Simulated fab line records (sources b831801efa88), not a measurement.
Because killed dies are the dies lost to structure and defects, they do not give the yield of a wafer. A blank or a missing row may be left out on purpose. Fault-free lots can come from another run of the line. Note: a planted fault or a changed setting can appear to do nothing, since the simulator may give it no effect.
The tool behind it: which one? || flow sky130 || 12 lots with 36 wafers sampled at 4 steps, on a route of 708 steps

WHAT EACH GAUGE READ, for each wafer
SKY_SONOS_ONO_THK_MEAS_01. Usual: SONOS_ONO_OXIDATION_THK 2.60 nm, standard deviation 0.061.
{"lot": "L633", "measured": "day 12 06:27", "on": "filmMetro-01", "SONOS_ONO_OXIDATION_THK (nm)": "2.62 2.72 2.71", "flag": ""}
{"lot": "L634", "measured": "day 12 17:03", "on": "filmMetro-01", "SONOS_ONO_OXIDATION_THK (nm)": "2.62 2.57 2.56", "flag": ""}
{"lot": "L638", "measured": "day 13 22:12", "on": "filmMetro-04", "SONOS_ONO_OXIDATION_THK (nm)": "2.71 2.59 2.66", "flag": ""}
{"lot": "L641", "measured": "day 15 01:31", "on": "filmMetro-04", "SONOS_ONO_OXIDATION_THK (nm)": "2.59 2.58 2.60", "flag": ""}
{"lot": "L642", "measured": "day 15 05:52", "on": "filmMetro-04", "SONOS_ONO_OXIDATION_THK (nm)": "2.60 2.67 2.54", "flag": ""}
{"lot": "L645", "measured": "day 16 05:44", "on": "filmMetro-02", "SONOS_ONO_OXIDATION_THK (nm)": "2.68 2.65 2.65", "flag": ""}
{"lot": "L647", "measured": "day 16 23:53", "on": "filmMetro-02", "SONOS_ONO_OXIDATION_THK (nm)": "2.59 2.58 2.59", "flag": ""}
{"lot": "L650", "measured": "day 18 04:22", "on": "filmMetro-01", "SONOS_ONO_OXIDATION_THK (nm)": "2.52 2.51 2.54", "flag": ""}
{"lot": "L651", "measured": "day 18 07:34", "on": "filmMetro-04", "SONOS_ONO_OXIDATION_THK (nm)": "2.67 2.71 2.79", "flag": ""}
{"lot": "L653", "measured": "day 18 22:55", "on": "filmMetro-02", "SONOS_ONO_OXIDATION_THK (nm)": "2.48 2.55 2.49", "flag": ""}
{"lot": "L654", "measured": "day 19 11:36", "on": "filmMetro-04", "SONOS_ONO_OXIDATION_THK (nm)": "2.61 2.58 2.62", "flag": ""}
{"lot": "L655", "measured": "day 19 20:57", "on": "filmMetro-02", "SONOS_ONO_OXIDATION_THK (nm)": "2.53 2.63 2.57", "flag": ""}

SKY_GATE_OXIDE_TW_MEAS_14. Usual: GATE_OXIDE_TW 222.9, standard deviation 1.8.
{"lot": "L633", "measured": "day 14 17:57", "on": "filmMetro-03", "GATE_OXIDE_TW": "222.6 223.5 223.2", "flag": ""}
{"lot": "L634", "measured": "day 15 05:44", "on": "filmMetro-03", "GATE_OXIDE_TW": "223.6 222.3 223.9", "flag": ""}
{"lot": "L638", "measured": "day 16 12:11", "on": "filmMetro-02", "GATE_OXIDE_TW": "221.1 220.6 220.7", "flag": ""}
{"lot": "L641", "measured": "day 17 14:45", "on": "filmMetro-03", "GATE_OXIDE_TW": "231.7 229.4 230.0", "flag": "OFF"}
{"lot": "L642", "measured": "day 17 21:07", "on": "filmMetro-04", "GATE_OXIDE_TW": "231.4 231.2 231.7", "flag": "OFF"}
{"lot": "L645", "measured": "day 18 22:34", "on": "filmMetro-02", "GATE_OXIDE_TW": "218.9 219.0 220.7", "flag": ""}
{"lot": "L647", "measured": "day 19 17:32", "on": "filmMetro-03", "GATE_OXIDE_TW": "221.8 223.0 221.6", "flag": ""}
{"lot": "L650", "measured": "day 21 00:29", "on": "filmMetro-04", "GATE_OXIDE_TW": "224.1 224.3 225.5", "flag": ""}
{"lot": "L651", "measured": "day 21 02:50", "on": "filmMetro-03", "GATE_OXIDE_TW": "224.3 224.2 223.6", "flag": ""}
{"lot": "L653", "measured": "day 21 17:43", "on": "filmMetro-03", "GATE_OXIDE_TW": "223.7 224.9 224.8", "flag": ""}
{"lot": "L654", "measured": "day 22 06:10", "on": "filmMetro-03", "GATE_OXIDE_TW": "224.7 223.7 223.6", "flag": ""}
{"lot": "L655", "measured": "day 22 15:05", "on": "filmMetro-04", "GATE_OXIDE_TW": "224.3 225.3 226.1", "flag": ""}

EACH LOT AND THE TOOL THAT RAN IT (in order: tool; ch and the chambers of the sampled wafers; start)
{"lot": "L633", "SKY_SONOS_ONO_STRIP_17": "plasmaAsher-02 ch 0,1, day 13 11:40", "SKY_GATE_OXIDE_IMPLANT_11": "implanter-03 ch 0, day 14 17:37"}
{"lot": "L634", "SKY_SONOS_ONO_STRIP_17": "plasmaAsher-04 ch 0,1, day 13 22:55", "SKY_GATE_OXIDE_IMPLANT_11": "implanter-04 ch 0, day 15 05:25"}
{"lot": "L638", "SKY_SONOS_ONO_STRIP_17": "plasmaAsher-02 ch 0,1, day 15 04:40", "SKY_GATE_OXIDE_IMPLANT_11": "implanter-03 ch 0, day 16 11:52"}
{"lot": "L641", "SKY_SONOS_ONO_STRIP_17": "plasmaAsher-04 ch 0,1, day 16 07:13", "SKY_GATE_OXIDE_IMPLANT_11": "implanter-04 ch 0, day 17 14:23"}
{"lot": "L642", "SKY_SONOS_ONO_STRIP_17": "plasmaAsher-01 ch 0,1, day 16 13:08", "SKY_GATE_OXIDE_IMPLANT_11": "implanter-04 ch 0, day 17 20:47"}
{"lot": "L645", "SKY_SONOS_ONO_STRIP_17": "plasmaAsher-02 ch 0,1, day 17 13:58", "SKY_GATE_OXIDE_IMPLANT_11": "implanter-02 ch 0, day 18 22:14"}
{"lot": "L647", "SKY_SONOS_ONO_STRIP_17": "plasmaAsher-01 ch 0,1, day 18 08:41", "SKY_GATE_OXIDE_IMPLANT_11": "implanter-03 ch 0, day 19 17:12"}
{"lot": "L650", "SKY_SONOS_ONO_STRIP_17": "plasmaAsher-02 ch 0,1, day 19 15:16", "SKY_GATE_OXIDE_IMPLANT_11": "implanter-02 ch 0, day 21 00:03"}
{"lot": "L651", "SKY_SONOS_ONO_STRIP_17": "plasmaAsher-01 ch 0,1, day 19 17:43", "SKY_GATE_OXIDE_IMPLANT_11": "implanter-03 ch 0, day 21 02:24"}
{"lot": "L653", "SKY_SONOS_ONO_STRIP_17": "plasmaAsher-01 ch 0,1, day 20 08:34", "SKY_GATE_OXIDE_IMPLANT_11": "implanter-03 ch 0, day 21 17:21"}
{"lot": "L654", "SKY_SONOS_ONO_STRIP_17": "plasmaAsher-01 ch 0,1, day 20 21:11", "SKY_GATE_OXIDE_IMPLANT_11": "implanter-02 ch 0, day 22 05:49"}
{"lot": "L655", "SKY_SONOS_ONO_STRIP_17": "plasmaAsher-02 ch 0,1, day 21 06:02", "SKY_GATE_OXIDE_IMPLANT_11": "implanter-03 ch 0, day 22 14:45"}
- SKY_SONOS_ONO_STRIP_17: strips in O2/N2.
- SKY_GATE_OXIDE_IMPLANT_11

AS READ BY THE TOOLS THEMSELVES (means over the sampled wafers that have a number; for cases with no such wafer, the mark the record gives instead)
SKY_SONOS_ONO_STRIP_17. Usual: chamberPressureMTorr 1500.0 mTorr, standard deviation 1.3; drypumpMotorCurrentA 5.81 A, standard deviation 0.25; oesProductAu 0.710 a.u., standard deviation 0.0049; stripTimeToEndpointS 14.09 s, standard deviation 0.035.
{"lot": "L633", "tool": "plasmaAsher-02", "chamberPressureMTorr (mTorr)": 1500.2, "drypumpMotorCurrentA (A)": 5.74, "oesProductAu (a.u.)": 0.708, "stripTimeToEndpointS (s)": 14.04, "flag": ""}
{"lot": "L634", "tool": "plasmaAsher-04", "chamberPressureMTorr (mTorr)": 1501.0, "drypumpMotorCurrentA (A)": 5.61, "oesProductAu (a.u.)": 0.709, "stripTimeToEndpointS (s)": 14.09, "flag": ""}
{"lot": "L638", "tool": "plasmaAsher-02", "chamberPressureMTorr (mTorr)": 1500.3, "drypumpMotorCurrentA (A)": 5.92, "oesProductAu (a.u.)": 0.711, "stripTimeToEndpointS (s)": 14.07, "flag": ""}
{"lot": "L641", "tool": "plasmaAsher-04", "chamberPressureMTorr (mTorr)": 1500.1, "drypumpMotorCurrentA (A)": 5.61, "oesProductAu (a.u.)": 0.711, "stripTimeToEndpointS (s)": 14.09, "flag": ""}
{"lot": "L642", "tool": "plasmaAsher-01", "chamberPressureMTorr (mTorr)": 1498.3, "drypumpMotorCurrentA (A)": 5.87, "oesProductAu (a.u.)": 0.708, "stripTimeToEndpointS (s)": 14.10, "flag": ""}
{"lot": "L645", "tool": "plasmaAsher-02", "chamberPressureMTorr (mTorr)": 1500.6, "drypumpMotorCurrentA (A)": 5.90, "oesProductAu (a.u.)": 0.706, "stripTimeToEndpointS (s)": 14.09, "flag": ""}
{"lot": "L647", "tool": "plasmaAsher-01", "chamberPressureMTorr (mTorr)": 1500.0, "drypumpMotorCurrentA (A)": 5.91, "oesProductAu (a.u.)": 0.714, "stripTimeToEndpointS (s)": 14.06, "flag": ""}
{"lot": "L650", "tool": "plasmaAsher-02", "chamberPressureMTorr (mTorr)": 1499.9, "drypumpMotorCurrentA (A)": 5.93, "oesProductAu (a.u.)": 0.714, "stripTimeToEndpointS (s)": 14.12, "flag": ""}
{"lot": "L651", "tool": "plasmaAsher-01", "chamberPressureMTorr (mTorr)": 1498.5, "drypumpMotorCurrentA (A)": 5.94, "oesProductAu (a.u.)": 0.707, "stripTimeToEndpointS (s)": 14.09, "flag": ""}
{"lot": "L653", "tool": "plasmaAsher-01", "chamberPressureMTorr (mTorr)": 1500.0, "drypumpMotorCurrentA (A)": 5.91, "oesProductAu (a.u.)": 0.710, "stripTimeToEndpointS (s)": 14.10, "flag": ""}
{"lot": "L654", "tool": "plasmaAsher-01", "chamberPressureMTorr (mTorr)": 1500.3, "drypumpMotorCurrentA (A)": 5.87, "oesProductAu (a.u.)": 0.711, "stripTimeToEndpointS (s)": 14.10, "flag": ""}
{"lot": "L655", "tool": "plasmaAsher-02", "chamberPressureMTorr (mTorr)": 1499.6, "drypumpMotorCurrentA (A)": 5.78, "oesProductAu (a.u.)": 0.711, "stripTimeToEndpointS (s)": 14.05, "flag": ""}

SKY_GATE_OXIDE_IMPLANT_11. Usual: beamEnergyKeV 10.000, standard deviation 0.0033.
{"lot": "L633", "tool": "implanter-03", "beamEnergyKeV": 10.001, "flag": ""}
{"lot": "L634", "tool": "implanter-04", "beamEnergyKeV": 9.995, "flag": ""}
{"lot": "L638", "tool": "implanter-03", "beamEnergyKeV": 9.994, "flag": ""}
{"lot": "L641", "tool": "implanter-04", "beamEnergyKeV": 11.448, "flag": "OFF"}
{"lot": "L642", "tool": "implanter-04", "beamEnergyKeV": 11.449, "flag": "OFF"}
{"lot": "L645", "tool": "implanter-02", "beamEnergyKeV": 9.999, "flag": ""}
{"lot": "L647", "tool": "implanter-03", "beamEnergyKeV": 9.997, "flag": ""}
{"lot": "L650", "tool": "implanter-02", "beamEnergyKeV": 9.999, "flag": ""}
{"lot": "L651", "tool": "implanter-03", "beamEnergyKeV": 9.997, "flag": ""}
{"lot": "L653", "tool": "implanter-03", "beamEnergyKeV": 9.997, "flag": ""}
{"lot": "L654", "tool": "implanter-02", "beamEnergyKeV": 9.999, "flag": ""}
{"lot": "L655", "tool": "implanter-03", "beamEnergyKeV": 9.999, "flag": ""}

THE ANSWER, worked out from the rows above alone
Rule: a lot counts as off when the mean over its wafers that have a number is more than 3 standard deviations away from the usual mean. A lot without any number at a reading at which 4 lots or more have one is off too. Where the step has rows for the other lots, those lots are counted as sound. Order of review: gauges by route order, followed by the tools' own readings, for which a lot's mean as printed above is used. The first step at which some lot is off is used, and at that step the reading that is off furthest; a lot without a number counts as furthest.
Off: L641, L642, seen at SKY_GATE_OXIDE_TW_MEAS_14 (GATE_OXIDE_TW).
If a tool, at a process step before that reading, ran all the lots that are off and no sound lot after the first of them, it fits. The gauges at SKY_GATE_OXIDE_TW_MEAS_14 aren't tried: what is off there is off at SKY_GATE_OXIDE_IMPLANT_11 too, on other tools, and a gauge's error can't cause that. One fits: SKY_GATE_OXIDE_IMPLANT_11 on implanter-04. A fault onset in the window from L634 (day 15 05:25, its last sound lot) to L641 (day 17 14:23, its first lot off) fits.
The tool's own readings at SKY_GATE_OXIDE_IMPLANT_11 bear it out: on the lots that are off they differ by more than 5 times the standard deviation of the sound lots' means. beamEnergyKeV reads 11.448 there against 9.998 on the sound lots.

WHAT HAD BEEN PUT IN BY THE SIMULATOR
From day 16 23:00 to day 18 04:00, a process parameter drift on implanter-04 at SKY_GATE_OXIDE_IMPLANT_11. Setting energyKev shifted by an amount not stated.
Lots struck among those shown: L641, L642. The rule given above showed the same thing.
